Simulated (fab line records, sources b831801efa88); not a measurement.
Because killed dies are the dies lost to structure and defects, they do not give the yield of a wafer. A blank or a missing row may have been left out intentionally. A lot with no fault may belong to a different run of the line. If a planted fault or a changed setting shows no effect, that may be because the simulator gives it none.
fab line records -- flow sky130
record: lots: 6, wafers: 18, last_day: 50
route steps=708 shown VIA4@650 METAL5@661 PAD_OPEN@708
lots untouched by any fault: they come from a run of this same line in which no faults occurred
start_h: the number of hours between the record's first day and the start of the first shown wafer of the lot -- wait_h: time in hours since the lot's previous step -- " identical to the entry in the row above -- L1.1+2: several wafers, shown together as one row -- - no value, or no start was given -- * or withheld: withheld -- < > ~ a bound
route shown NAME@n: names a module that has steps shown in the file, with the first one's number in the route -- usual: mean/standard deviation of fault-free wafers -- same: alike in all rows -- chamber/n: place in a boat -- sites: per-site readings -- _std_site: the standard deviation of these -- _edge_site: the outer-site mean with the inner-site mean subtracted -- radius_mm: how far each site lies from the wafer's centre -- mask NAME#n: copy n -- behind: tool/chamber where the wafer was last shaped -- hold: what put the lot on hold/how long, in hours/how the hold closed -- device: the n, p or np transistor that did not switch -- end of line: the same wafers' tests at the end of the route -- a step given without rows: its recipe and nothing more -- killed: dies lost to structure and defects at the first sort, not the wafer's yield -- map: dies across one wafer; x = killed, . = not, _ = none there
set.NAME: the setting the step ran with; set.NAME@STEP: the setting that earlier step ran with -- model.NAME: the simulator's own value behind a step, which no gauge read
certain route steps with their lots: each step a table, each wafer a row
services: when a tool's chamber went out of use (start_h, in hours from the record's first day, below 0 if earlier), for how many hours, and the reason
== steps ==
step: SKY_VIA4_OVL_MEAS_11
usual: VIA4_OVL: 1.4/1.4
lot.wafer,tool,chamber,start_h,wait_h,VIA4_OVL[nm]
L980.1,overlay-02,-,1035.91,0.1,2.5
L980.2,overlay-02,-,1035.91,0.1,2.0
L980.3,overlay-02,-,1035.91,0.1,0.7
L981.1,overlay-02,-,1036.56,0.1,-1.3
L981.3,overlay-02,-,1036.56,0.1,1.1
L981.4,overlay-02,-,1036.56,0.1,-0.5
L993.1,overlay-01,-,1103.23,0.1,2.5
L993.2,overlay-01,-,1103.23,0.1,2.4
L993.6,overlay-01,-,1103.23,0.1,-0.2
L994.1,overlay-01,-,1115.36,0.1,2.5
L994.4,overlay-01,-,1115.36,0.1,-0.4
L994.5,overlay-01,-,1115.36,0.1,1.2
L998.1,overlay-01,-,1134.33,0.1,0.8
L998.4,overlay-01,-,1134.33,0.1,1.7
L998.6,overlay-01,-,1134.33,0.1,2.0
L100.2,overlay-01,-,1142.22,0.1,4.1
L100.3,overlay-01,-,1142.22,0.1,4.1
L100.6,overlay-01,-,1142.22,0.1,2.7
step: SKY_VIA4_ETCH_12
recipe: target: SiO2, chemistry: C4F8/O2/Ar, stop_on: TiN, mask_material: NOVOLAK, source_w: 1500, bias_w: 1200, pressure_mtorr: 40, c4f8_flow_sccm: withheld, O2_flow_sccm: 6, Ar_flow_sccm: 300, time_s: withheld, target_depth_a: 5800
step: SKY_VIA4_STRIP_13
recipe: chemistry: O2/N2, power_w: 1400, pressure_mtorr: 1500, platen_temp_c: withheld, o2_flow_sccm: 3000, n2_flow_sccm: 300, overash_fraction: 0.5
usual: drypump_motor_current_A: 5.8/0.37, oes_product_au: 0.710/0.0049, strip_time_to_endpoint_s: 12.803/0.026
same: overash_fraction: 0.5
lot.wafer,tool,chamber,start_h,wait_h,drypump_motor_current_A,oes_product_au,rf_hours_counter_h,strip_time_to_endpoint_s
L980.1,plasma_asher-03,1,1036.02,-,6.1,0.713,122,12.782
L980.2,plasma_asher-03,0,1036.02,-,6.5,0.709,122,12.807
L980.3,plasma_asher-03,0,1036.02,-,6.5,0.720,-,12.837
L981.1,plasma_asher-02,1,1036.67,-,5.6,0.712,60,12.827
L981.3,plasma_asher-02,0,1036.67,-,5.6,0.716,-,12.752
L981.4,plasma_asher-02,1,1036.67,-,5.6,0.708,-,12.812
L993.1,plasma_asher-03,0,1103.34,-,6.5,0.705,3,12.827
L993.2,plasma_asher-03,1,1103.34,-,6.1,0.707,3,12.802
L993.6,plasma_asher-03,0,1103.34,-,6.5,0.715,-,12.766
L994.1,plasma_asher-03,0,1115.47,-,6.5,0.711,4,12.827
L994.4,plasma_asher-03,1,1115.47,-,6.1,0.706,-,12.781
L994.5,plasma_asher-03,0,1115.47,-,6.5,0.710,-,12.830
L998.1,plasma_asher-03,1,1134.44,-,6.1,0.708,5,12.786
L998.4,plasma_asher-03,0,1134.44,-,6.5,0.715,-,12.784
L998.6,plasma_asher-03,0,1134.44,-,6.5,0.704,-,12.809
L100.2,plasma_asher-04,0,1142.32,-,6.1,0.710,41,12.846
L100.3,plasma_asher-04,1,1142.32,-,5.4,0.707,-,12.809
L100.6,plasma_asher-04,1,1142.32,-,5.3,0.704,-,12.808
step: SKY_VIA4_STRIP_14
recipe: chemistry: post_etch_residue_remover, time_s: 1200, temp_c: 72.5
step: SKY_VIA4_CLEAN_15
recipe: chemistry: IPA, time_s: 180, temp_c: 25
step: SKY_VIA4_CLEAN_16
recipe: chemistry: O3/DIW, dry: n2_spin
step: SKY_VIA4_SPUTTER_17
recipe: material: TiN, target_thk_nm: 20, chamber_pressure_pa: 5, power_w: 4000, time_s: 80
usual: cathode_dc_power_W: 3999.9/0.7, throttle_valve_pct: 30.3/0.83
lot.wafer,tool,chamber,start_h,wait_h,cathode_dc_power_W,throttle_valve_pct
L980.1,pvd_sputter-04,-,1036.65,0.0,4000.3,30.9
L980.2,pvd_sputter-04,-,1036.65,0.0,3999.8,29.8
L980.3,pvd_sputter-04,-,1036.65,0.0,3999.3,31.2
L981.1,pvd_sputter-04,-,1037.27,0.0,3998.8,29.6
L981.3,pvd_sputter-04,-,1037.27,0.0,4001.0,31.0
L981.4,pvd_sputter-04,-,1037.27,0.0,3999.8,31.1
L993.1,pvd_sputter-02,-,1103.97,0.0,4001.5,30.4
L993.2,pvd_sputter-02,-,1103.97,0.0,4000.4,28.2
L993.6,pvd_sputter-02,-,1103.97,0.0,3999.8,29.8
L994.1,pvd_sputter-01,-,1116.07,0.0,3999.0,30.8
L994.4,pvd_sputter-01,-,1116.07,0.0,3999.6,30.1
L994.5,pvd_sputter-01,-,1116.07,0.0,3998.8,30.9
L998.1,pvd_sputter-01,-,1135.04,0.0,3999.8,30.8
L998.4,pvd_sputter-01,-,1135.04,0.0,4000.1,30.8
L998.6,pvd_sputter-01,-,1135.04,0.0,4000.5,30.1
L100.2,pvd_sputter-04,-,1142.95,0.0,3999.9,31.1
L100.3,pvd_sputter-04,-,1142.95,0.0,3999.9,31.5
L100.6,pvd_sputter-04,-,1142.95,0.0,3999.6,29.7
step: SKY_VIA4_CVD_18
recipe: material: W, target_thk_nm: 505, time_s: 152.14, temp_c: 400, pressure_torr: 40
usual: heater_power_w: 837/64
lot.wafer,tool,chamber,start_h,wait_h,heater_power_w
L980.1,cvd_w-01,0,1036.71,0.0,872
L980.2,cvd_w-01,1,1036.71,0.0,774
L980.3,cvd_w-01,1,1036.71,0.0,792
L981.1,cvd_w-02,1,1037.33,0.0,771
L981.3,cvd_w-02,1,1037.33,0.0,779
L981.4,cvd_w-02,0,1037.33,0.0,914
L993.1,cvd_w-01,1,1104.03,0.0,795
L993.2,cvd_w-01,0,1104.03,0.0,847
L993.6,cvd_w-01,1,1104.03,0.0,793
L994.1,cvd_w-02,1,1116.13,0.0,757
L994.4,cvd_w-02,1,1116.13,0.0,777
L994.5,cvd_w-02,1,1116.13,0.0,788
L998.1,cvd_w-01,0,1135.10,0.0,837
L998.4,cvd_w-01,0,1135.10,0.0,858
L998.6,cvd_w-01,0,1135.10,0.0,863
L100.2,cvd_w-02,1,1143.02,0.0,773
L100.3,cvd_w-02,0,1143.02,0.0,959
L100.6,cvd_w-02,1,1143.02,0.0,784
step: SKY_VIA4_RS_MEAS_19
recipe: thk_meas_gauge: four-point-probe, reads: W_of_VIA4_CVD_18+TiN_of_VIA4_SPUTTER_17
usual: VIA4_W_RS: 0.2273/0.0029
lot.wafer,tool,chamber,start_h,wait_h,VIA4_W_RS[ohm/sq]
L980.1,film_metro-01,-,1036.86,0.1,0.2297
L980.2,film_metro-01,-,1036.86,0.1,0.2248
L980.3,film_metro-01,-,1036.86,0.1,0.2239
L981.1,film_metro-01,-,1037.48,0.1,0.2262
L981.3,film_metro-01,-,1037.48,0.1,0.2245
L981.4,film_metro-01,-,1037.48,0.1,0.2254
L993.1,film_metro-01,-,1104.19,0.1,0.2231
L993.2,film_metro-01,-,1104.19,0.1,0.2294
L993.6,film_metro-01,-,1104.19,0.1,0.2246
L994.1,film_metro-01,-,1116.28,0.1,0.2236
L994.4,film_metro-01,-,1116.28,0.1,0.2246
L994.5,film_metro-01,-,1116.28,0.1,0.2265
L998.1,film_metro-03,-,1135.25,0.1,0.2268
L998.4,film_metro-03,-,1135.25,0.1,0.2271
L998.6,film_metro-03,-,1135.25,0.1,0.2276
L100.2,film_metro-02,-,1143.19,0.1,0.2272
L100.3,film_metro-02,-,1143.19,0.1,0.2308
L100.6,film_metro-02,-,1143.19,0.1,0.2246
step: SKY_VIA4_THK_MEAS_20
recipe: thk_meas_gauge: xrf, reads: W_of_VIA4_CVD_18
usual: VIA4_W_THK: 491/7.3
lot.wafer,tool,chamber,start_h,wait_h,VIA4_W_THK[nm]
L980.1,film_metro-01,-,1036.98,0.1,481
L980.2,film_metro-01,-,1036.98,0.1,492
L980.3,film_metro-01,-,1036.98,0.1,492
L981.1,film_metro-01,-,1037.60,0.1,484
L981.3,film_metro-01,-,1037.60,0.1,494
L981.4,film_metro-01,-,1037.60,0.1,490
L993.1,film_metro-01,-,1104.31,0.1,503
L993.2,film_metro-01,-,1104.31,0.1,488
L993.6,film_metro-01,-,1104.31,0.1,497
L994.1,film_metro-01,-,1116.40,0.1,503
L994.4,film_metro-01,-,1116.40,0.1,499
L994.5,film_metro-01,-,1116.40,0.1,495
L998.1,film_metro-03,-,1135.37,0.1,494
L998.4,film_metro-03,-,1135.37,0.1,491
L998.6,film_metro-03,-,1135.37,0.1,491
L100.2,film_metro-02,-,1143.30,0.1,493
L100.3,film_metro-02,-,1143.30,0.1,488
L100.6,film_metro-02,-,1143.30,0.1,497
step: SKY_VIA4_CMP_21
recipe: stop_on: SiO2, t_overpolish_s: 25, down_force_psi: 3.5, platen_rpm: 60, target_thk_nm: 0, pad_velocity_m_s: 0.94248
usual: edge_zone_pressure_frac: 1.000/0.0047, motor_current_A: 11.0/0.93, overpolish_run_s: 25.000/0.0099, time_to_endpoint_s: 121/6.1
lot.wafer,tool,chamber,start_h,wait_h,edge_zone_pressure_frac,motor_current_A,overpolish_run_s,time_to_endpoint_s
L980.2,cmp-01,0,1037.04,0.0,0.998,10.5,25.001,126
L980.3,cmp-01,1,1037.04,0.0,0.996,12.0,24.991,120
L980.1,cmp-01,2,1037.04,0.0,0.997,10.3,24.998,126
L981.3,cmp-02,1,1037.66,0.0,0.995,11.1,25.005,125
L981.4,cmp-02,2,1037.66,0.0,1.002,11.6,24.992,113
L981.1,cmp-02,3,1037.66,0.0,0.995,11.1,24.986,115
L993.2,cmp-01,3,1104.80,0.5,0.998,12.4,24.993,121
L993.1,cmp-01,1,1104.80,0.5,1.006,12.1,24.987,119
L993.6,cmp-01,0,1104.80,0.5,0.995,10.6,25.009,125
L994.1,cmp-01,2,1116.46,0.1,0.991,9.8,24.995,126
L994.4,cmp-01,0,1116.46,0.1,0.997,10.5,25.009,122
L994.5,cmp-01,2,1116.46,0.1,0.994,9.8,25.000,126
L998.1,cmp-01,0,1135.50,0.1,1.004,10.3,25.005,127
L998.4,cmp-01,3,1135.50,0.1,1.000,11.8,25.010,119
L998.6,cmp-01,1,1135.50,0.1,1.006,11.9,24.995,116
L100.3,cmp-01,0,1143.40,0.1,1.006,10.3,24.991,123
L100.2,cmp-01,2,1143.40,0.1,1.005,10.5,25.016,128
L100.6,cmp-01,0,1143.40,0.1,1.001,10.4,24.993,126
step: SKY_METAL5_SPUTTER_00
recipe: material: Ti, target_thk_nm: 15, power_w: 3000, time_s: 10, chamber_pressure_pa: 0.4
step: SKY_METAL5_SPUTTER_01
recipe: material: TiN, target_thk_nm: 20, power_w: 6500, time_s: 16.7, chamber_pressure_pa: 0.4
usual: cathode_dc_power_W: 6500.0/1.2, throttle_valve_pct: 29.8/1
lot.wafer,tool,chamber,start_h,wait_h,cathode_dc_power_W,throttle_valve_pct,model.TiN_of_METAL5_SPUTTER_01.thk_nm
L980.1,pvd_sputter-03,-,1037.37,0.0,6502.8,28.5,19.79
L980.2,pvd_sputter-03,-,1037.37,0.0,6501.0,30.3,19.87
L980.3,pvd_sputter-03,-,1037.37,0.0,6497.7,28.6,20.16
L981.1,pvd_sputter-02,-,1037.98,0.0,6500.2,29.9,19.93
L981.3,pvd_sputter-02,-,1037.98,0.0,6500.5,28.0,19.8
L981.4,pvd_sputter-02,-,1037.98,0.0,6500.5,30.6,19.93
L993.1,pvd_sputter-02,-,1105.12,0.0,6014.6,29.9,18.33
L993.2,pvd_sputter-02,-,1105.12,0.0,6500.6,29.8,20.1
L993.6,pvd_sputter-02,-,1105.12,0.0,6500.6,29.8,20.07
L994.1,pvd_sputter-02,-,1116.78,0.0,6013.0,29.9,18.41
L994.4,pvd_sputter-02,-,1116.78,0.0,6501.4,29.6,20.17
L994.5,pvd_sputter-02,-,1116.78,0.0,6500.7,29.6,19.99
L998.1,pvd_sputter-03,-,1135.82,0.0,6498.7,28.5,20.3
L998.4,pvd_sputter-03,-,1135.82,0.0,6503.1,30.9,20.35
L998.6,pvd_sputter-03,-,1135.82,0.0,6497.6,28.6,19.99
L100.2,pvd_sputter-04,-,1143.68,0.0,6497.3,30.9,20.07
L100.3,pvd_sputter-04,-,1143.68,0.0,6500.5,31.3,20
L100.6,pvd_sputter-04,-,1143.68,0.0,6500.9,31.0,20.07
step: SKY_METAL5_SPUTTER_02
recipe: material: AlCu, target_thk_nm: 1150, power_w: 10600, time_s: 61.2, chamber_pressure_pa: 0.4
usual: cathode_dc_power_W: 10600/1.8, throttle_valve_pct: 29.8/1
lot.wafer,tool,chamber,start_h,wait_h,cathode_dc_power_W,throttle_valve_pct
L980.1,pvd_sputter-03,-,1037.39,0.0,10601,28.5
L980.2,pvd_sputter-03,-,1037.39,0.0,10603,30.3
L980.3,pvd_sputter-03,-,1037.39,0.0,10602,28.4
L981.1,pvd_sputter-02,-,1038.01,0.0,10601,29.6
L981.3,pvd_sputter-02,-,1038.01,0.0,10603,28.1
L981.4,pvd_sputter-02,-,1038.01,0.0,10600,30.5
L993.1,pvd_sputter-02,-,1105.15,0.0,10598,30.1
L993.2,pvd_sputter-02,-,1105.15,0.0,10600,29.8
L993.6,pvd_sputter-02,-,1105.15,0.0,10599,29.8
L994.1,pvd_sputter-02,-,1116.81,0.0,10601,29.8
L994.4,pvd_sputter-02,-,1116.81,0.0,10600,29.8
L994.5,pvd_sputter-02,-,1116.81,0.0,10596,30.0
L998.1,pvd_sputter-03,-,1135.85,0.0,10597,28.7
L998.4,pvd_sputter-03,-,1135.85,0.0,10602,30.5
L998.6,pvd_sputter-03,-,1135.85,0.0,10601,28.5
L100.2,pvd_sputter-04,-,1143.71,0.0,10602,30.8
L100.3,pvd_sputter-04,-,1143.71,0.0,10599,31.2
L100.6,pvd_sputter-04,-,1143.71,0.0,10600,30.9
step: SKY_PAD_OPEN_PROBE_99
usual: defect_limited_yield: 82.2/1.9, killed_at_M0_to_M3: 44/6.8, killed_at_M4_up: 3.1/1.8, killed_at_contacts: 25/5.2, killed_at_front_end: 15/4.1, killed_at_other: 0.3/0.62, killed_dies: 88/9.4, killed_on_rim: 17/3.7, killed_open: 48/7.1, killed_short: 40/6.1, sort_bin_3_pad_short: 0.9/0.38, sort_bin_5_function: 10.5/1.5, sort_bin_6_memory: 6.5/1.2, sort_bin_8_speed: 0.5/0.95, sort_n_pass: 402/10, sort_yield_pct: 81.6/2
same: gross_dies: 492, killed_at_back_side: 0, sort_bin_4_leakage[%]: 0
lot.wafer,tool,chamber,start_h,wait_h,defect_limited_yield[%],killed_at_M0_to_M3,killed_at_M4_up,killed_at_contacts,killed_at_front_end,killed_at_other,killed_dies,killed_on_rim,killed_open,killed_short,sort_bin_3_pad_short[%],sort_bin_5_function[%],sort_bin_6_memory[%],sort_bin_8_speed[%],sort_n_pass,sort_yield_pct[%]
L980.1,prober-01,-,1104.68,0.1,85.0,34,1,23,15,1,74,17,37,37,0.6,9.8,4.7,0.2,417,84.8
L980.2,prober-01,-,1104.73,0.1,81.5,45,3,27,16,0,91,13,47,43,1.0,9.8,7.7,0.4,399,81.1
L980.3,prober-01,-,1104.78,0.2,82.9,42,1,23,18,0,84,19,45,39,0.6,8.7,7.7,1.2,402,81.7
L981.1,prober-02,-,1106.18,0.1,83.7,39,5,22,14,0,80,14,42,38,0.6,9.3,6.3,0,412,83.7
L981.3,prober-02,-,1106.28,0.2,80.5,50,4,28,14,0,96,20,60,36,1.0,12.0,6.5,0.2,395,80.3
L981.4,prober-02,-,1106.33,0.2,82.9,46,5,23,9,1,84,18,43,41,0.4,10.6,6.1,0,408,82.9
L993.1,prober-02,-,1165.38,0.1,78.9,62,3,23,16,0,104,23,54,50,0.4,12.8,7.9,0,388,78.9
L993.2,prober-02,-,1165.43,0.1,83.3,35,3,27,17,0,82,18,38,44,1.4,6.7,8.5,0,410,83.3
L993.6,prober-02,-,1165.63,0.2,80.1,56,1,22,19,0,98,20,53,45,0.6,12.4,6.9,0,394,80.1
L994.1,prober-01,-,1175.90,0.1,81.9,49,1,24,14,1,89,17,48,41,0.8,10.6,6.7,0.8,399,81.1
L994.4,prober-01,-,1176.05,0.2,83.3,45,4,20,11,2,82,26,39,43,1.0,9.8,5.9,0.6,407,82.7
L994.5,prober-01,-,1176.10,0.2,79.9,53,6,22,18,0,99,17,53,46,0.6,11.0,8.5,0.6,390,79.3
L998.1,prober-01,-,1192.00,0.1,83.1,47,2,18,15,1,83,16,49,33,0.6,10.4,5.9,1.2,403,81.9
L998.4,prober-01,-,1192.15,0.2,80.5,43,3,30,19,1,96,15,56,40,1.0,10.4,8.1,0.2,395,80.3
L998.6,prober-01,-,1192.25,0.2,81.7,45,3,26,15,1,90,17,57,32,0.8,10.0,7.5,0,402,81.7
L100.2,prober-02,-,1197.95,0.1,81.5,37,6,26,22,0,91,17,41,49,1.8,10.8,5.9,0,401,81.5
L100.3,prober-02,-,1198.00,0.2,79.1,45,8,29,21,0,103,20,53,49,1.2,12.4,7.3,0,389,79.1
L100.6,prober-02,-,1198.15,0.2,79.7,47,7,26,20,0,100,20,61,39,0.4,13.2,6.7,0.2,391,79.5
killed by level:class
L980.1 CONTACT:geometric_particle:open=8 LI_CONTACT:geometric_particle:open=7 VIA1:geometric_particle:open=7 METAL1:geometric_particle:short=6 FIELD_ISO:geometric_particle:short=5 POLY_GATE:geometric_particle:short=5 METAL2:geometric_particle:short=5 CONTACT:geometric_particle:short=5
L980.2 VIA1:geometric_particle:open=10 CONTACT:geometric_particle:open=9 LI_CONTACT:geometric_particle:open=7 METAL1:geometric_particle:short=7 VIA3:geometric_particle:open=7 LOCAL_INTERCONNECT:geometric_particle:short=6 VIA2:geometric_particle:open=5 POLY_GATE:geometric_particle:open=4
L980.3 VIA1:geometric_particle:open=12 CONTACT:geometric_particle:open=10 LOCAL_INTERCONNECT:geometric_particle:short=7 FIELD_ISO:geometric_particle:short=6 VIA3:geometric_particle:open=6 METAL2:geometric_particle:short=5 SPACER:geometric_particle:open=4 VIA1:geometric_particle:short=4
L981.1 VIA1:geometric_particle:open=7 VIA3:geometric_particle:open=7 LI_CONTACT:geometric_particle:open=6 CONTACT:geometric_particle:short=6 LOCAL_INTERCONNECT:geometric_particle:short=6 VIA1:geometric_particle:short=6 METAL1:geometric_particle:short=5 METAL2:geometric_particle:short=5
L981.3 CONTACT:geometric_particle:open=12 VIA3:geometric_particle:open=11 VIA1:geometric_particle:open=10 VIA2:geometric_particle:open=10 VIA1:geometric_particle:short=8 FIELD_ISO:geometric_particle:short=5 LOCAL_INTERCONNECT:geometric_particle:short=5 FIELD_ISO:geometric_particle:open=4
L981.4 VIA1:geometric_particle:open=10 CONTACT:geometric_particle:open=8 METAL2:geometric_particle:short=7 LI_CONTACT:geometric_particle:open=6 METAL1:geometric_particle:short=6 METAL4:geometric_particle:short=5 VIA1:geometric_particle:short=5 VIA3:geometric_particle:open=5
L993.1 CONTACT:geometric_particle:open=15 VIA1:geometric_particle:open=14 METAL1:geometric_particle:short=10 VIA1:geometric_particle:short=8 VIA3:geometric_particle:open=8 POLY_GATE:geometric_particle:short=6 VIA2:geometric_particle:open=6 METAL3:geometric_particle:short=6
L993.2 LI_CONTACT:geometric_particle:open=8 CONTACT:geometric_particle:open=8 VIA1:geometric_particle:open=8 METAL1:geometric_particle:short=7 LOCAL_INTERCONNECT:geometric_particle:short=6 POLY_GATE:geometric_particle:open=4 POLY_GATE:geometric_particle:short=4 METAL2:geometric_particle:short=4
L993.6 VIA1:geometric_particle:open=16 METAL2:geometric_particle:short=8 VIA1:geometric_particle:short=7 VIA2:geometric_particle:open=7 VIA3:geometric_particle:open=7 LI_CONTACT:geometric_particle:short=6 LI_CONTACT:geometric_particle:open=6 CONTACT:geometric_particle:open=5
L994.1 VIA1:geometric_particle:open=13 LI_CONTACT:geometric_particle:open=7 CONTACT:geometric_particle:open=6 VIA2:geometric_particle:open=6 LOCAL_INTERCONNECT:geometric_particle:short=5 METAL1:geometric_particle:short=5 VIA1:geometric_particle:short=5 VIA3:geometric_particle:open=5
L994.4 METAL1:geometric_particle:short=10 VIA2:geometric_particle:open=7 LI_CONTACT:geometric_particle:open=6 VIA1:geometric_particle:open=6 VIA3:geometric_particle:open=6 VIA1:geometric_particle:short=5 POLY_GATE:geometric_particle:short=4 CONTACT:geometric_particle:open=4
L994.5 VIA1:geometric_particle:open=10 CONTACT:geometric_particle:open=9 METAL1:geometric_particle:short=9 VIA2:geometric_particle:open=8 VIA3:geometric_particle:open=6 VIA1:geometric_particle:short=5 METAL2:geometric_particle:short=5 FIELD_ISO:geometric_particle:open=4
L998.1 CONTACT:geometric_particle:open=12 VIA1:geometric_particle:open=12 VIA3:geometric_particle:open=8 VIA1:geometric_particle:short=6 VIA2:geometric_particle:open=6 FIELD_ISO:geometric_particle:open=5 CONTACT:geometric_particle:short=4 METAL2:geometric_particle:short=4
L998.4 CONTACT:geometric_particle:open=12 LI_CONTACT:geometric_particle:open=10 METAL1:geometric_particle:short=8 POLY_GATE:geometric_particle:open=7 VIA3:geometric_particle:open=7 VIA2:geometric_particle:open=7 FIELD_ISO:geometric_particle:short=6 VIA1:geometric_particle:open=5
L998.6 CONTACT:geometric_particle:open=13 VIA3:geometric_particle:open=9 VIA1:geometric_particle:open=8 VIA2:geometric_particle:open=8 LI_CONTACT:geometric_particle:open=6 METAL2:geometric_particle:short=5 FIELD_ISO:geometric_particle:open=4 POLY_GATE:geometric_particle:open=4
L100.2 VIA1:geometric_particle:open=12 CONTACT:geometric_particle:open=8 SPACER:geometric_particle:short=6 LI_CONTACT:geometric_particle:open=6 FIELD_ISO:geometric_particle:short=5 LI_CONTACT:geometric_particle:short=5 METAL2:geometric_particle:short=5 METAL4:geometric_particle:short=5
L100.3 VIA1:geometric_particle:open=16 CONTACT:geometric_particle:open=8 POLY_GATE:geometric_particle:short=6 LOCAL_INTERCONNECT:geometric_particle:short=6 LI_CONTACT:geometric_particle:open=5 METAL4:geometric_particle:short=5 FIELD_ISO:geometric_particle:open=4 LI_CONTACT:geometric_particle:short=4
L100.6 VIA1:geometric_particle:open=15 CONTACT:geometric_particle:open=9 LI_CONTACT:geometric_particle:open=8 VIA2:geometric_particle:open=8 METAL2:geometric_particle:short=6 POLY_GATE:geometric_particle:open=5 METAL4:geometric_particle:short=5 POLY_GATE:geometric_particle:short=4
== services ==
tool,chamber,start_h,hours,kind
pvd_sputter-03,3,1019.92,-,consumable_replace:kit
pvd_sputter-03,3,1019.92,18.0,scheduled_down
pvd_sputter-03,3,1019.92,18.0,vent_cycle
cvd_w-02,-,1027.07,2.8,pm
cmp-02,-,1033.71,0.7,repair
cvd_w-02,1,1039.32,1.8,repair
cvd_w-02,-,1053.63,6.9,pm
plasma_asher-03,-,1055.31,9.0,pm
plasma_asher-03,0,1055.31,9.0,vent_cycle
plasma_asher-03,1,1055.31,9.0,vent_cycle
plasma_asher-03,0,1064.31,-,clean
plasma_asher-02,-,1080.58,0.4,repair
pvd_sputter-02,2,1083.64,-,consumable_replace:kit
pvd_sputter-02,2,1083.64,18.0,scheduled_down
pvd_sputter-02,2,1083.64,18.0,vent_cycle
cmp-01,-,1084.99,4.0,pm
cmp-01,-,1088.99,-,consumable_replace:conditioner
cmp-01,-,1088.99,-,consumable_replace:pad
cmp-02,-,1101.80,5.7,pm
plasma_asher-02,-,1104.64,0.4,repair
pvd_sputter-01,-,1107.28,6.3,repair
plasma_asher-03,-,1116.83,8.7,repair
cvd_w-02,-,1134.03,0.7,repair
cmp-01,-,1136.04,0.9,repair
== key ==
first_sign: step: SKY_METAL5_SPUTTER_01, reading: cathode_dc_power_W, direction: down, sigmas: 99+, usual: 6500.0, struck: 6013.8
effect none on later readings
model_effect: step: SKY_METAL5_SPUTTER_01, value: TiN_of_METAL5_SPUTTER_01.thk_nm, without: 19.86, struck: 18.37
met_at SKY_METAL5_SPUTTER_01
struck_wafers L993.1,L994.1
fault: kind: process_parameter_drift, tool: pvd_sputter-02, chamber: -, onset_h: 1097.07, steps: SKY_METAL5_SPUTTER_01, channel: power_w, offset: *, shape: step, end_h: 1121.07, acts_in: *, stated: *, scope: struck_wafers_only
